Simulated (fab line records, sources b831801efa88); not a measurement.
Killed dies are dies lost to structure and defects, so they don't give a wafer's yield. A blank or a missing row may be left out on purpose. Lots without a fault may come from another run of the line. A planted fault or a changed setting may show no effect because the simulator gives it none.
Chamber matching | flow gf180mcu | GF_CONTACT_CVD_02 on pecvd-02: 3 sister chambers
The step deposits SiO2 from TEOS, target thk 860 nm, time 95.992 s. 14 wafers are shown with their chamber, then 7 later ones without.

WAFERS WITH THEIR CHAMBER
wafer  | chamber | heater_power_w (W)
L074.1 | 2       | 514
L074.4 | 0       | 652
L074.5 | 2       | 403
L076.1 | 2       | 518
L076.2 | 1       | 679
L076.3 | 0       | 744
L076.4 | 0       | 594
L076.5 | 1       | 701
L076.6 | 2       | 410
L083.3 | 1       | 627
L083.4 | 2       | 416
L083.6 | 1       | 683
L085.2 | 2       | 421
L085.3 | 2       | 468

SIGNATURES (means of the wafers above)
reading        | chamber 0 | chamber 1 | chamber 2 | scatter within a chamber
heater_power_w | 663.33    | 672.50    | 450.00    | 51.6
Rule: a wafer's distance from a chamber is the root of the sum, over the readings, of the square of ((its reading less the chamber's mean) divided by the reading's scatter). The wafer belongs to the nearest chamber; if the next one is less than 2 further off, it can't be placed. The scatter: the root of (the sum of the squares of (reading less its chamber's mean) over the shown wafers, divided by (wafers less chambers)).

WAFERS WITHOUT THEIR CHAMBER
wafer  | heater_power_w (W)
L085.6 | 503
L094.2 | 653
L094.4 | 478
L094.5 | 664
L095.2 | 432
L095.4 | 476
L095.5 | 670

WHICH CHAMBER EACH WENT THROUGH
wafer  | from the rows above     | in truth
L085.6 | 2                       | 2
L094.2 | can't be placed: 0 or 1 | 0
L094.4 | 2                       | 2
L094.5 | can't be placed: 0 or 1 | 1
L095.2 | 2                       | 2
L095.4 | 2                       | 2
L095.5 | can't be placed: 1 or 0 | 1
Placed correctly: 4 of 7. Can't be placed from these rows: 3 (the true chamber is among the candidates in 3). Placed wrongly: 0.
